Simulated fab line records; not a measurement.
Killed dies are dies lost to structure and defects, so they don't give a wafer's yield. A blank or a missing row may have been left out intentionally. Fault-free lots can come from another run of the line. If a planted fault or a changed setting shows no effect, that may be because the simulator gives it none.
Struck lot and sound lot, side by side / flow sky130 / 18 steps out of a route of 708
Sound: wafers L858.1, L858.3, L858.5. The struck wafers were L861.1, L861.2, L861.3. The cause is given at the end.
Per side, at each step with rows, come the tool, then ch with its chambers, and then its first start. Under that, the readings that differ: sound wafers / struck wafers / difference of the means / sigmas: that difference in standard deviations of wafers without a fault.
alike: same words and numbers on both sides, and readings whose means sit less than 2 such deviations apart. not compared: any withheld reading, any reading some wafer has no value for, any bound like >300 that may hide the same value, and any number with overlapping values for which the record gives no deviation.
The two part at a step that has a row with sigmas, a row that says differs or no value, or rows on one side only. Numbers that don't overlap but have no deviation are shown without sigmas and don't part them. A reading that every wafer of one side lacks parts them only if that side has two wafers or more.

first, 2 steps without rows for these wafers: SKY_NWELL_PEB_08; SKY_NWELL_DEVELOP_09 (develop time 60 s).
SKY_NWELL_OVL_MEAS_10:
  struck on overlay-01, day 7 04:27; sound on overlay-01, day 6 13:51
reading=NWELL_00_OVL (nm); sound=4.4 3.4 3.7; struck=-0.4 0.7 0.2; difference=-3.7; sigmas=-3
then, 3 steps without rows for these wafers: SKY_NWELL_IMPLANT_11; SKY_NWELL_IMPLANT_12; SKY_NWELL_IMPLANT_13.
SKY_NWELL_STRIP_14: strips in O2/N2.
  sound on plasma_asher-01 ch 0,1, day 6 14:20; struck on plasma_asher-02 ch 0,1, day 7 04:56
  alike: drypump_motor_current_A, oes_product_au, strip_time_to_endpoint_s
  not compared: rf_hours_counter_h
SKY_NWELL_TW_MEAS_15:
  struck on film_metro-03, day 7 05:02; sound on film_metro-04, day 6 14:26
  alike: NWELL_TW
then, 4 steps without rows for these wafers: SKY_NWELL_DEHYDRATE_16 (time 60 s); SKY_NWELL_HMDS_17 (prime time 60 s); SKY_NWELL_COAT_18 (resist thk 3000 nm); SKY_NWELL_SOFTBAKE_19.
SKY_NWELL_EXPOSE_20: exposes mask NWM COMPLEMENT, target cd 840 nm.
  sound on iline_stepper-01 ch 0, day 7 00:21; struck on iline_stepper-01 ch 0, day 7 15:13
reading=model.NWELL.overlay_x_nm (nm); sound=-0.4739 -0.4739 -0.4739; struck=95.96 95.96 95.96; difference=+96.43; sigmas=
  alike: mask
then, 2 steps without rows for these wafers: SKY_NWELL_PEB_21; SKY_NWELL_DEVELOP_22 (develop time 60 s).
SKY_NWELL_OVL_MEAS_23:
  struck on overlay-02, day 8 01:24; sound on overlay-02, day 7 08:48
reading=NWELL_01_OVL (nm); sound=-2.6 -2.8 -1.3; struck=93.6 94.7 96.2; difference=+97.1; sigmas=+69
following that, these wafers have no rows for 1 step: SKY_NWELL_IMPLANT_24.
-- the record jumps here: 41 days lie between the struck wafers' starts before and after (it left off in module NWELL and takes up again in module PAD_OPEN, whose first step shown is number 708 of the route) --
SKY_PAD_OPEN_PROBE_99:
  struck on prober-02, day 48 18:42; sound on prober-01, day 47 20:09
reading=model.etest.pfet_16v.r_on_ohm_um; sound=1.59e+04 1.555e+04 1.608e+04; struck=1.715e+04 1.737e+04 1.688e+04; difference=+1.290e+03; sigmas=
reading=model.etest.nfet_16v.r_on_ohm_um; sound=1.429e+04 1.433e+04 1.436e+04; struck=1.559e+04 1.564e+04 1.579e+04; difference=+1.347e+03; sigmas=
reading=model.etest.pfet_16v.drive_ua_um; sound=237.4 240.9 234.7; struck=206.6 204.9 210.4; difference=-30.4; sigmas=
reading=model.etest.nfet_16v.drive_ua_um; sound=215.6 217.3 214.2; struck=210.5 208.5 208.7; difference=-6.5; sigmas=
  alike: killed_at_M0_to_M3, killed_at_M4_up, killed_at_contacts, killed_at_front_end, killed_at_other, killed_dies, killed_open, killed_short

## WHERE THEY PART
Last at SKY_NWELL_OVL_MEAS_23 as far as this record goes, first at SKY_NWELL_OVL_MEAS_10. Later steps at which nothing parts them and some readings are alike: SKY_PAD_OPEN_PROBE_99.

WHY: whatever the simulator had introduced
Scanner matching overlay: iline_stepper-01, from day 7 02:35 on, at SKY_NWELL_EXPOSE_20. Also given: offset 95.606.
